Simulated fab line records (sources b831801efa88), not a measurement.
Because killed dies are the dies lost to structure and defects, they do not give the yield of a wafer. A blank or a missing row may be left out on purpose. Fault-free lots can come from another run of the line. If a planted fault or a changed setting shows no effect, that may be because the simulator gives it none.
A lot that was struck, set against a sound lot	flow gf180mcu	13 steps out of a route of 602
Sound: these wafers, L740.1, L740.2, L740.4. Struck: wafer L749.2. The cause is given at the end.
Each step with rows lists, per side, the tool, then ch with its chambers, then its first start. Under that, the readings that differ: sound wafers	struck wafers	difference of the means	sigmas: that difference in standard deviations of wafers without a fault.
alike: words and numbers the same on both sides, and readings whose means are apart by under 2 such deviations; not compared: readings that were withheld, readings missing a value for some wafer, numbers with overlapping values and no deviation given by the record, and bounds like >300 which may hide the same value.
Wherever a step has rows on one side only, a row that says differs or no value, or a row with sigmas, the two part there. When numbers do not overlap yet have no deviation, they are printed without sigmas and do not part them. A reading missing from all wafers of one side parts the sides only when that side holds two or more wafers.

GF_HV_LDD_CD_MEAS_46: the cd target is 400 nm.
  struck on cd-sem-01, day 17 15:04; sound on cd-sem-01, day 14 03:09
  alike: cd-nm
GF_HV_LDD_OVL_MEAS_47:
  struck on overlay-01, day 17 15:11; sound on overlay-02, day 14 03:16
reading	sound	struck	difference	sigmas
HV_LDD_03_OVL (nm)	-1.6 -1.2 -3.3	1.9	+3.9	+3
after that, 1 step had no rows for these wafers: GF_HV_LDD_IMPLANT_48.
GF_HV_LDD_STRIP_49: strips in O2/N2.
  sound on plasma-asher-03 ch 0,1, day 14 03:27; struck on plasma-asher-04 ch 0, day 17 15:22
  alike: drypump-motor-current-A, heater-power-w, oes-product-au, strip-time-to-endpoint-s
  not compared: rf-hours-counter-h
GF_HV_LDD_TW_MEAS_50:
  struck on film-metro-01, day 17 15:28; sound on film-metro-01, day 14 03:33
  alike: HV_LDD_4_TW
then, 1 step without rows for these wafers: GF_HV_LDD_CLEAN_51 (cleans in SC1/SC2, time 150 s).
GF_HV_LDD_RTA_52: time 10 s.
  sound on rtp-anneal-01 ch 0, day 14 03:40; struck on rtp-anneal-02 ch 0, day 17 15:35
reading	sound	struck	difference	sigmas
lamp-power-pct (%)	30.6 30.6 30.6	27.6	-3.0	-2
  alike: wafer_temp_C_max
GF_HV_LDD_RS_MEAS_53: a four-point-probe measurement.
  struck on film-metro-03, day 17 15:39; sound on film-metro-03, day 14 03:44
  alike: HV_LDD_RS
then, 1 step without rows for these wafers: GF_HV_LDD_CVD_54 (deposits SiO2 from TEOS, target thk 10 nm, time 75 s).
GF_HV_LDD_THK_MEAS_55:
  struck on film-metro-03, day 17 16:48; sound on film-metro-03, day 14 06:32
  alike: HV_LDD_CVD_54_THK
then, 1 step without rows for these wafers: GF_HV_LDD_CVD_56 (deposits Si3N4 from DCS/NH3, target thk 90 nm, time 1543 s).
GF_HV_LDD_THK_MEAS_57:
  struck on film-metro-03, day 17 18:17; sound on film-metro-01, day 14 11:39
  alike: HV_LDD_CVD_56_THK
GF_HV_LDD_ETCHBACK_58: etches Si3N4 in CH3F/O2, stops on SiO2, time 100 s, target depth 90 nm.
  sound on rie-diel-03 ch 0,2,3, day 14 11:43; struck on rie-diel-03 ch 0, day 17 18:20
reading	sound	struck	difference	sigmas
oes-product-au (a.u.)	0.847 0.850 0.847	0.784	-0.064	-9
rf-hours-counter-h (h)	4 8 16	19	+10	
model.etch.depth-nm (nm)	90.67 91.16 91.11	77.85	-13.13	
model.SiO2_of_HV_LDD_CVD_54.thk-nm (nm)	7.441 7.51 7.578	8.176	+0.666	
  alike: drypump-motor-current-A, throttle-valve-pct

WHERE THEY PART
Last at GF_HV_LDD_ETCHBACK_58 as far as this record goes, first at GF_HV_LDD_OVL_MEAS_47.

WHY: what the simulator had put in
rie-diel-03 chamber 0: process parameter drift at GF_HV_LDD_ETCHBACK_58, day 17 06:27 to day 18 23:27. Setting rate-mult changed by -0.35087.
